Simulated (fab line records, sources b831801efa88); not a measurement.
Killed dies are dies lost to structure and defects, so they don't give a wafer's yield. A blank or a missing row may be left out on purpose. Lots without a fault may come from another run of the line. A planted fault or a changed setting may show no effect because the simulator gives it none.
fab line records | flow sky130
record lots=14 wafers=42 last_day=50
route steps=708 shown VT_ADJUST_LVTN@116 PAD_OPEN@708
lots that met no fault: from a run of the same line without faults
start_h: hours from the record's first day to the start of the lot's first wafer shown | wait_h: hours since the lot's step before | " the same as in the row above | L1.1+2: a row that stands for several wafers | - no value, or no start given | * or withheld: withheld | < > ~ a bound
route shown NAME@n: a module of which the file shows steps, and the number in the route of the first | usual: mean/standard deviation of fault-free wafers | same: alike in all rows | chamber/n: place in a boat | sites: the reading at each site | _std_site: their standard deviation | _edge_site: outer sites' mean less inner sites' | radius_mm: how far each site lies from the wafer's centre | mask NAME#n: copy n | behind: the tool/chamber that last shaped the wafer | hold: why the lot was held/for how many hours/how that ended | device: the transistor (n, p or np) that didn't switch | end of line: the same wafers' tests at the end of the route | a step without rows: its recipe alone | killed: dies lost to structure and defects at the first sort, not the wafer's yield | map: a wafer's dies, x killed, . not, _ none there
set.NAME: the setting as run; set.NAME@STEP: as run at that earlier step | model.NAME: the simulator's own value behind a step, which no gauge read
steps of the route over a sample of lots; a table a step, a row a wafer
services: from which hour (start_h, from the record's first day; less than 0 if before it) a tool's chamber was out of use, for how many hours, and why
## steps
# step SKY_VT_ADJUST_LVTN_IMPLANT_19
# recipe species=B energy_kev=30 dose_cm2=6.5e+11 tilt_deg=withheld
# usual dose_ions_cm2=6.497e+11/6.4e+08 end_station_pressure_torr=5e-06/2.3e-07 faraday_current_uA=3.66/0.076
# columns lot.wafer tool chamber start_h wait_h dose_ions_cm2 end_station_pressure_torr faraday_current_uA
L450.3 implanter-04 0 174.28 0.1 6.504e+11 5.12e-06 3.69
L450.5 " 0 " " 6.497e+11 5.11e-06 3.69
L450.6 " 0 " " 6.495e+11 4.94e-06 3.63
L451.1 implanter-04 0 177.08 0.0 6.487e+11 4.46e-06 3.60
L451.2 " 0 " " 6.499e+11 5.09e-06 3.64
L451.5 " 0 " " 6.492e+11 4.76e-06 3.63
L453.1 implanter-04 0 190.21 0.0 6.483e+11 4.94e-06 3.61
L453.3 " 0 " " 6.49e+11 4.86e-06 3.60
L453.6 " 0 " " 6.488e+11 5.09e-06 3.67
L454.3 implanter-03 0 197.67 0.1 6.512e+11 4.61e-06 3.69
L454.4 " 0 " " 6.494e+11 5.17e-06 3.83
L454.5 " 0 " " 6.502e+11 4.69e-06 3.70
L456.3 implanter-04 0 211.85 0.1 6.484e+11 5.02e-06 3.69
L456.4 " 0 " " 6.497e+11 5.05e-06 3.62
L456.6 " 0 " " 6.488e+11 5.13e-06 3.77
L457.1 implanter-03 0 214.43 0.0 6.494e+11 5.42e-06 3.55
L457.2 " 0 " " 6.495e+11 4.85e-06 3.65
L457.4 " 0 " " 6.502e+11 5.3e-06 3.67
L458.1 implanter-03 0 221.76 0.0 6.488e+11 5.15e-06 3.65
L458.3 " 0 " " 6.502e+11 4.82e-06 3.66
L458.4 " 0 " " 6.496e+11 5.27e-06 3.70
L459.1 implanter-01 0 229.21 0.0 6.495e+11 5.07e-06 3.65
L459.2 " 0 " " 6.497e+11 4.56e-06 3.62
L459.6 " 0 " " 6.495e+11 5.45e-06 3.73
L460.3 implanter-01 0 241.83 0.1 6.503e+11 4.9e-06 3.76
L460.5 " 0 " " 6.504e+11 5.08e-06 3.80
L460.6 " 0 " " 6.492e+11 4.9e-06 3.61
L461.1 implanter-01 0 244.86 0.0 4.098e+11 5.17e-06 2.32
L461.5 " 0 " " 4.098e+11 5.05e-06 2.34
L461.6 " 0 " " 4.097e+11 5.02e-06 2.34
L462.2 implanter-01 0 251.03 0.0 4.103e+11 4.93e-06 2.26
L462.5 " 0 " " 4.087e+11 5.3e-06 2.28
L462.6 " 0 " " 4.086e+11 4.87e-06 2.37
L463.1 implanter-04 0 257.78 0.0 6.505e+11 5.11e-06 3.68
L463.5 " 0 " " 6.488e+11 4.67e-06 3.60
L463.6 " 0 " " 6.494e+11 4.82e-06 3.61
L469.2 implanter-04 0 295.03 0.0 6.503e+11 5.09e-06 3.63
L469.4 " 0 " " 6.501e+11 5.22e-06 3.70
L469.5 " 0 " " 6.492e+11 4.9e-06 3.74
L472.1 implanter-03 0 319.36 0.0 6.496e+11 5.13e-06 3.65
L472.4 " 0 " " 6.497e+11 5.04e-06 3.77
L472.5 " 0 " " 6.495e+11 5.33e-06 3.69
# step SKY_VT_ADJUST_LVTN_TW_MEAS_21
# usual VT_ADJUST_LVTN_2_TW=186.9/1.3
# columns lot.wafer tool chamber start_h wait_h VT_ADJUST_LVTN_2_TW
L450.3 film_metro-03 - 174.50 0.1 185.9
L450.5 " - " " 184.6
L450.6 " - " " 185.2
L451.1 film_metro-03 - 177.33 0.1 185.2
L451.2 " - " " 185.3
L451.5 " - " " 185.0
L453.1 film_metro-01 - 190.46 0.1 188.0
L453.3 " - " " 187.8
L453.6 " - " " 186.4
L454.3 film_metro-03 - 197.89 0.1 186.6
L454.4 " - " " 186.7
L454.5 " - " " 185.7
L456.3 film_metro-03 - 212.07 0.1 186.9
L456.4 " - " " 187.3
L456.6 " - " " 185.4
L457.1 film_metro-03 - 214.68 0.1 187.4
L457.2 " - " " 187.6
L457.4 " - " " 186.5
L458.1 film_metro-03 - 222.01 0.1 186.7
L458.3 " - " " 186.7
L458.4 " - " " 186.1
L459.1 film_metro-03 - 229.46 0.1 187.2
L459.2 " - " " 187.2
L459.6 " - " " 187.3
L460.3 film_metro-03 - 242.05 0.1 186.9
L460.5 " - " " 186.9
L460.6 " - " " 186.9
L461.1 film_metro-03 - 245.11 0.1 164.5
L461.5 " - " " 164.4
L461.6 " - " " 163.6
L462.2 film_metro-01 - 251.27 0.1 165.5
L462.5 " - " " 165.5
L462.6 " - " " 165.0
L463.1 film_metro-01 - 258.03 0.1 187.3
L463.5 " - " " 187.9
L463.6 " - " " 188.1
L469.2 film_metro-01 - 295.27 0.1 188.9
L469.4 " - " " 187.9
L469.5 " - " " 189.0
L472.1 film_metro-03 - 319.61 0.1 186.2
L472.4 " - " " 183.7
L472.5 " - " " 184.1
# step SKY_PAD_OPEN_PROBE_99
# usual killed_at_M0_to_M3=43/6.6 killed_at_M4_up=3.4/1.8 killed_at_contacts=24/4.9 killed_at_front_end=15/4.1 killed_at_other=0.3/0.55 killed_dies=85/8.8 killed_on_rim=17/3.7 killed_open=46/6.1 killed_short=39/5.7
# same gross_dies=492 killed_at_back_side=0
# columns lot.wafer tool chamber start_h wait_h killed_at_M0_to_M3 killed_at_M4_up killed_at_contacts killed_at_front_end killed_at_other killed_dies killed_on_rim killed_open killed_short
L451.1 prober-02 - 1093.71 0.1 45 4 26 20 0 95 17 50 45
L451.2 prober-02 - 1093.76 0.1 52 8 24 17 0 101 24 56 45
L451.5 prober-02 - 1093.91 0.2 33 3 29 14 1 80 18 35 45
L453.1 prober-02 - 1102.01 0.1 42 2 31 12 0 87 15 48 39
L453.3 prober-02 - 1102.11 0.2 32 1 28 18 1 80 12 46 34
L453.6 prober-02 - 1102.26 0.2 39 8 26 9 1 83 15 46 37
L454.3 prober-01 - 1104.49 0.2 42 2 22 18 0 84 18 51 33
L454.4 prober-01 - 1104.54 0.2 43 0 22 13 1 79 21 44 35
L454.5 prober-01 - 1104.59 0.2 42 2 26 13 1 84 19 49 34
L458.1 prober-01 - 1131.50 0.1 54 3 25 21 0 103 22 54 49
L458.3 prober-01 - 1131.60 0.2 36 6 29 17 0 88 11 48 40
L458.4 prober-01 - 1131.65 0.2 38 3 27 12 0 80 16 41 39
L459.1 prober-02 - 1139.27 0.1 49 2 21 14 0 86 15 47 39
L459.2 prober-02 - 1139.32 0.1 37 3 18 11 0 69 12 40 29
L459.6 prober-02 - 1139.52 0.2 37 0 29 15 0 81 19 51 30
L461.1 prober-02 - 1149.41 0.1 52 2 23 12 0 89 18 39 50
L461.5 prober-02 - 1149.61 0.2 29 5 18 16 0 68 16 43 25
L461.6 prober-02 - 1149.66 0.2 48 6 21 18 0 93 11 52 40
L462.2 prober-01 - 1151.93 0.1 33 3 23 19 2 80 14 43 36
L462.5 prober-01 - 1152.08 0.2 42 1 22 16 0 81 14 36 45
L462.6 prober-01 - 1152.13 0.2 46 3 27 17 2 95 17 57 37
L463.1 prober-02 - 1155.20 0.1 46 7 16 23 0 92 19 51 41
L463.5 prober-02 - 1155.40 0.2 46 1 25 22 1 95 16 50 44
L463.6 prober-02 - 1155.45 0.2 49 5 30 12 1 97 22 53 44
L469.2 prober-02 - 1185.06 0.1 36 1 20 12 0 69 13 44 25
L469.4 prober-02 - 1185.16 0.2 43 1 21 20 0 85 11 46 39
L469.5 prober-02 - 1185.21 0.2 37 3 26 13 1 80 12 51 28
# killed by level:class
L451.1 VIA1:geometric_particle:open=13 CONTACT:geometric_particle:open=8 METAL2:geometric_particle:short=8 VIA3:geometric_particle:open=7 POLY_GATE:geometric_particle:short=6 LI_CONTACT:geometric_particle:short=5 LI_CONTACT:geometric_particle:open=5 CONTACT:geometric_particle:short=5
L451.2 VIA1:geometric_particle:open=12 LI_CONTACT:geometric_particle:open=9 VIA2:geometric_particle:open=9 VIA3:geometric_particle:open=8 METAL4:geometric_particle:short=7 LI_CONTACT:geometric_particle:short=6 FIELD_ISO:geometric_particle:short=5 POLY_GATE:geometric_particle:open=5
L451.5 CONTACT:geometric_particle:open=14 METAL1:geometric_particle:short=7 VIA1:geometric_particle:open=6 LI_CONTACT:geometric_particle:short=5 LI_CONTACT:geometric_particle:open=5 POLY_GATE:geometric_particle:short=4 VIA1:geometric_particle:short=4 METAL2:geometric_particle:short=4
L453.1 CONTACT:geometric_particle:open=13 VIA1:geometric_particle:open=8 VIA2:geometric_particle:open=8 LI_CONTACT:geometric_particle:short=6 VIA3:geometric_particle:open=6 CONTACT:geometric_particle:short=5 METAL1:geometric_particle:short=5 POLY_GATE:geometric_particle:open=4
L453.3 CONTACT:geometric_particle:open=10 POLY_GATE:geometric_particle:open=8 LI_CONTACT:geometric_particle:open=8 VIA1:geometric_particle:open=8 METAL1:geometric_particle:short=6 POLY_GATE:geometric_particle:short=5 CONTACT:geometric_particle:short=5 METAL2:geometric_particle:short=4
L453.6 LI_CONTACT:geometric_particle:open=11 VIA1:geometric_particle:open=11 CONTACT:geometric_particle:open=9 METAL4:geometric_particle:short=6 VIA1:geometric_particle:short=6 CONTACT:geometric_particle:short=5 VIA2:geometric_particle:short=5 VIA2:geometric_particle:open=5
L454.3 VIA1:geometric_particle:open=11 VIA3:geometric_particle:open=7 CONTACT:geometric_particle:short=6 CONTACT:geometric_particle:open=6 FIELD_ISO:geometric_particle:open=5 LI_CONTACT:geometric_particle:open=5 METAL1:geometric_particle:short=5 METAL2:geometric_particle:short=5
L454.4 VIA1:geometric_particle:open=11 METAL1:geometric_particle:short=9 LI_CONTACT:geometric_particle:open=7 FIELD_ISO:geometric_particle:open=6 CONTACT:geometric_particle:open=6 VIA1:geometric_particle:short=6 VIA2:geometric_particle:open=4 METAL2:geometric_particle:short=4
L454.5 CONTACT:geometric_particle:open=9 LI_CONTACT:geometric_particle:open=8 VIA1:geometric_particle:open=8 VIA3:geometric_particle:open=8 CONTACT:geometric_particle:short=5 METAL1:geometric_particle:short=5 METAL2:geometric_particle:short=5 FIELD_ISO:geometric_particle:open=4
L458.1 VIA1:geometric_particle:open=9 METAL1:geometric_particle:short=8 LI_CONTACT:geometric_particle:open=7 CONTACT:geometric_particle:open=7 VIA3:geometric_particle:open=7 VIA1:geometric_particle:short=6 POLY_GATE:geometric_particle:short=5 LOCAL_INTERCONNECT:geometric_particle:short=5
L458.3 VIA1:geometric_particle:open=10 LOCAL_INTERCONNECT:geometric_particle:short=10 CONTACT:geometric_particle:open=9 VIA2:geometric_particle:open=7 VIA3:geometric_particle:open=6 METAL1:geometric_particle:short=5 FIELD_ISO:geometric_particle:short=4 LI_CONTACT:geometric_particle:open=4
L458.4 CONTACT:geometric_particle:open=10 VIA3:geometric_particle:open=9 METAL2:geometric_particle:short=8 METAL1:geometric_particle:short=6 LOCAL_INTERCONNECT:geometric_particle:short=5 CONTACT:geometric_particle:short=5 LI_CONTACT:geometric_particle:open=4 VIA2:geometric_particle:open=4
L459.1 VIA1:geometric_particle:open=12 METAL1:geometric_particle:short=9 CONTACT:geometric_particle:open=7 VIA3:geometric_particle:open=7 VIA1:geometric_particle:short=6 LI_CONTACT:geometric_particle:open=6 METAL2:geometric_particle:short=4 FIELD_ISO:geometric_particle:short=3
L459.2 METAL2:geometric_particle:short=9 VIA1:geometric_particle:open=7 CONTACT:geometric_particle:open=7 LI_CONTACT:geometric_particle:open=6 METAL1:geometric_particle:short=6 VIA2:geometric_particle:open=5 FIELD_ISO:geometric_particle:open=4 VIA3:geometric_particle:open=4
L459.6 CONTACT:geometric_particle:open=12 LI_CONTACT:geometric_particle:open=11 VIA1:geometric_particle:open=10 POLY_GATE:geometric_particle:short=5 METAL3:geometric_particle:short=5 FIELD_ISO:geometric_particle:open=4 METAL1:geometric_particle:open=4 METAL2:geometric_particle:short=3
L461.1 VIA1:geometric_particle:open=12 METAL1:geometric_particle:short=10 METAL2:geometric_particle:short=8 LOCAL_INTERCONNECT:geometric_particle:short=7 CONTACT:geometric_particle:open=6 VIA2:geometric_particle:open=6 LI_CONTACT:geometric_particle:open=5 VIA1:geometric_particle:short=5
L461.5 VIA1:geometric_particle:open=8 VIA3:geometric_particle:open=6 VIA2:geometric_particle:open=6 LOCAL_INTERCONNECT:geometric_particle:short=6 CONTACT:geometric_particle:open=6 FIELD_ISO:geometric_particle:open=5 LI_CONTACT:geometric_particle:open=5 VIA1:geometric_particle:short=5
L461.6 VIA1:geometric_particle:open=10 VIA2:geometric_particle:open=8 CONTACT:geometric_particle:open=7 METAL2:geometric_particle:short=7 VIA3:geometric_particle:open=6 LI_CONTACT:geometric_particle:short=5 FIELD_ISO:geometric_particle:open=4 POLY_GATE:geometric_particle:open=4
L462.2 LI_CONTACT:geometric_particle:open=9 VIA2:geometric_particle:open=7 FIELD_ISO:geometric_particle:open=6 CONTACT:geometric_particle:open=6 VIA1:geometric_particle:short=5 VIA1:geometric_particle:open=5 POLY_GATE:geometric_particle:short=4 CONTACT:geometric_particle:short=4
L462.5 METAL1:geometric_particle:short=8 CONTACT:geometric_particle:open=7 VIA1:geometric_particle:short=7 LOCAL_INTERCONNECT:geometric_particle:short=6 LI_CONTACT:geometric_particle:short=5 VIA2:geometric_particle:open=5 VIA3:geometric_particle:open=5 FIELD_ISO:geometric_particle:short=4
L462.6 CONTACT:geometric_particle:open=11 VIA1:geometric_particle:open=10 VIA2:geometric_particle:open=9 LI_CONTACT:geometric_particle:open=9 VIA3:geometric_particle:open=7 FIELD_ISO:geometric_particle:short=5 METAL1:geometric_particle:short=5 VIA1:geometric_particle:short=5
L463.1 VIA1:geometric_particle:open=14 LI_CONTACT:geometric_particle:open=7 VIA1:geometric_particle:short=7 FIELD_ISO:geometric_particle:open=6 VIA2:geometric_particle:open=6 FIELD_ISO:geometric_particle:short=5 METAL4:geometric_particle:short=5 METAL3:geometric_particle:short=5
L463.5 CONTACT:geometric_particle:open=15 VIA1:geometric_particle:short=8 VIA1:geometric_particle:open=8 VIA3:geometric_particle:open=7 POLY_GATE:geometric_particle:short=6 METAL1:geometric_particle:short=5 METAL2:geometric_particle:short=5 POLY_GATE:geometric_particle:open=4
L463.6 CONTACT:geometric_particle:open=11 LI_CONTACT:geometric_particle:open=9 VIA1:geometric_particle:open=8 METAL2:geometric_particle:short=8 CONTACT:geometric_particle:short=7 VIA1:geometric_particle:short=7 VIA3:geometric_particle:open=6 VIA2:geometric_particle:open=6
L469.2 VIA1:geometric_particle:open=14 CONTACT:geometric_particle:open=8 LI_CONTACT:geometric_particle:open=6 LOCAL_INTERCONNECT:geometric_particle:short=5 POLY_GATE:geometric_particle:open=4 VIA2:geometric_particle:open=4 METAL2:geometric_particle:short=4 VIA3:geometric_particle:open=4
L469.4 VIA1:geometric_particle:open=12 LI_CONTACT:geometric_particle:open=9 FIELD_ISO:geometric_particle:short=6 LI_CONTACT:geometric_particle:short=5 CONTACT:geometric_particle:open=5 METAL2:geometric_particle:short=5 VIA2:geometric_particle:open=5 VIA3:geometric_particle:open=5
L469.5 CONTACT:geometric_particle:open=12 VIA2:geometric_particle:open=10 VIA1:geometric_particle:open=9 LOCAL_INTERCONNECT:geometric_particle:short=7 VIA3:geometric_particle:open=7 POLY_GATE:geometric_particle:open=5 FIELD_ISO:geometric_particle:short=3 FIELD_ISO:geometric_particle:open=3
## services
# columns tool chamber start_h hours kind
implanter-04 - 167.36 1.0 repair
implanter-03 - 239.62 1.5 repair
implanter-01 - 252.78 1.9 repair
implanter-01 - 258.27 5.5 pm
implanter-04 - 269.60 2.3 repair
implanter-03 - 276.87 4.6 pm
implanter-03 - 299.09 3.9 repair
implanter-01 - 316.68 5.0 pm
## key
first_sign step=SKY_VT_ADJUST_LVTN_IMPLANT_19 reading=dose_ions_cm2 direction=down sigmas=99+ usual=* struck=*
effect step=SKY_VT_ADJUST_LVTN_IMPLANT_19 reading=faraday_current_uA direction=down sigmas=18 usual=3.66 struck=2.32
effect step=SKY_VT_ADJUST_LVTN_TW_MEAS_21 reading=VT_ADJUST_LVTN_2_TW direction=down sigmas=18 usual=186.9 struck=164.7
met_at SKY_VT_ADJUST_LVTN_IMPLANT_19
struck_lots L461,L462
tester_left_out L461,L462
onset_between 241.83 244.86
fault kind=process_parameter_drift tool=implanter-01 chamber=- onset_h=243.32 steps=SKY_VT_ADJUST_LVTN_IMPLANT_19 channel=dose_cm2 offset=* shape=step end_h=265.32 acts_in=* stated=*
# tester_left_out: of these lots the tester's yield and bins aren't shown, on N5 and GAA mostly nor the transistor test; their killed dies are dies lost to structure and defects alone, not to doping, threshold or leakage, so they don't give the yield
